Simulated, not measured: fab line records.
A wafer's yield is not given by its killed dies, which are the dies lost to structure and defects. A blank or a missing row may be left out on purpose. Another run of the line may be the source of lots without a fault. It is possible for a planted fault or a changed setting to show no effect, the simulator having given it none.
Code-filled problem report in 8D (eight disciplines) form :: flow gf180mcu :: the parts of the form that need people (team, actions taken, sign-off) are left out

1. WHAT WENT WRONG
strip_time_to_endpoint_s at GF_M1_STRIP_17 reads a mean of 10.24 s on 9 wafers of 3 lots; wafers without a fault read 7.40 s with a standard deviation of 0.051. That is +56 standard deviations from the usual mean.
The step: strips in O2/N2.
The first sign was on wafer L577.2 at day 23 00:38, on plasma_asher-02. Wafers with a number at this step in the record: 33, from 11 lots. By rule, "out" or "out of limits" means more than 4 standard deviations away from the usual mean. Any other wafer with a number is counted as sound.

2. WHAT IT IS; WHAT IT IS NOT
question: which readings at this step
is: strip_time_to_endpoint_s, oes_product_au
is not: drypump_motor_current_A, heater_power_w

question: which lots
is: L577, L578, L579
is not: L564, L566, L569, L570, L571, L582, L584, L585

question: which wafers of those lots
is: all that have a number
is not: -

question: read on which tools
is: plasma_asher-01, plasma_asher-02, plasma_asher-04
is not: -

question: when
is: from day 23 00:38
is not: up to then (15 sound wafers); but 9 sound wafers of L582, L584, L585 came after

3. SUSPECTS, AND WHAT RULES EACH OUT
Counting: any tool at a process step up to the reading is kept as a suspect provided that every lot that is out went through it and no sound lot did after the first of them.
- rie_metal-03 at GF_M1_METAL_ETCH_16 (etches the open film in Cl2/BCl3, stops on SiO2, target depth 750.8 nm, time 125.1 s): kept. It ran every lot that is out, first L577 (day 23 00:30), and no sound lot after that; its last sound lot up to then is L566 (day 18 11:25).
The count leaves rie_metal-03 at GF_M1_METAL_ETCH_16.

4. THE CAUSE (what the simulator had put in)
Skipped step whole: rie_metal-03, from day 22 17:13 on, at GF_M1_METAL_ETCH_16. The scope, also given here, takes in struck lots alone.
The count eliminated every tool but this one.

5. SEQUENCE OF EFFECTS, ordered by route
Each row: a reading whose mean over the struck wafers that have a number lies more than 3 standard deviations from the usual. Only readings for which the record gives a usual standard deviation are gone through. hours: the time from each lot's start at the first step in this table that gives one to its start at this step, as a median over the lots. sigmas: the change in usual standard deviations.
hours: 0
step: GF_M1_STRIP_17
reading: oes_product_au
usual: 0.538 a.u.
on struck wafers: 0.661
change: +0.123
sigmas: +25

hours: 0
step: GF_M1_STRIP_17
reading: strip_time_to_endpoint_s
usual: 7.40 s
on struck wafers: 10.24
change: +2.84
sigmas: +56

hours: 248
step: GF_PASSIVATION_PROBE_99
reading: defect_limited_yield
usual: 90.2 %
on struck wafers: 0.0
change: -90.2
sigmas: -64

hours: 248
step: GF_PASSIVATION_PROBE_99
reading: killed_at_M0_to_M3
usual: 21
on struck wafers: 464
change: +443
sigmas: +96

hours: 248
step: GF_PASSIVATION_PROBE_99
reading: killed_dies
usual: 48
on struck wafers: 492
change: +444
sigmas: +66

hours: 248
step: GF_PASSIVATION_PROBE_99
reading: killed_on_rim
usual: 9.3
on struck wafers: 96.0
change: +86.7
sigmas: +30

hours: 248
step: GF_PASSIVATION_PROBE_99
reading: sort_bin_5_function
usual: 5.8 %
on struck wafers: 96.1
change: +90.3
sigmas: +91

hours: 248
step: GF_PASSIVATION_PROBE_99
reading: sort_n_pass
usual: 444
on struck wafers: 0
change: -444
sigmas: -66

hours: 248
step: GF_PASSIVATION_PROBE_99
reading: sort_yield_pct
usual: 90.2 %
on struck wafers: 0.0
change: -90.2
sigmas: -64
It contains these process steps:
- GF_M1_STRIP_17: strips in O2/N2.
- GF_PASSIVATION_PROBE_99
Readings that are blank on the struck wafers while sound wafers have them: bcl3_flow_sccm at GF_M1_METAL_ETCH_16; bias_w at GF_M1_METAL_ETCH_16; drypump_motor_current_A at GF_M1_METAL_ETCH_16; he_backside_leak_sccm at GF_M1_METAL_ETCH_16; oes_product_au at GF_M1_METAL_ETCH_16; throttle_valve_pct at GF_M1_METAL_ETCH_16.

6. HOW IT WOULD HAVE BEEN CAUGHT EARLIER
7 hours passed between the start of the fault at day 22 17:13 and the first reading out of limits in this record, taken at day 23 00:38.
At GF_M1_METAL_ETCH_16 the tool's readings are blank on the struck wafers, where sound wafers have them: an empty tool record is the first sign, and it was there at once.
Lots out: 3; of these, L578, L579 started GF_M1_METAL_ETCH_16 on rie_metal-03 after day 23 00:38. A hold on the tool at that time would have spared those 2.
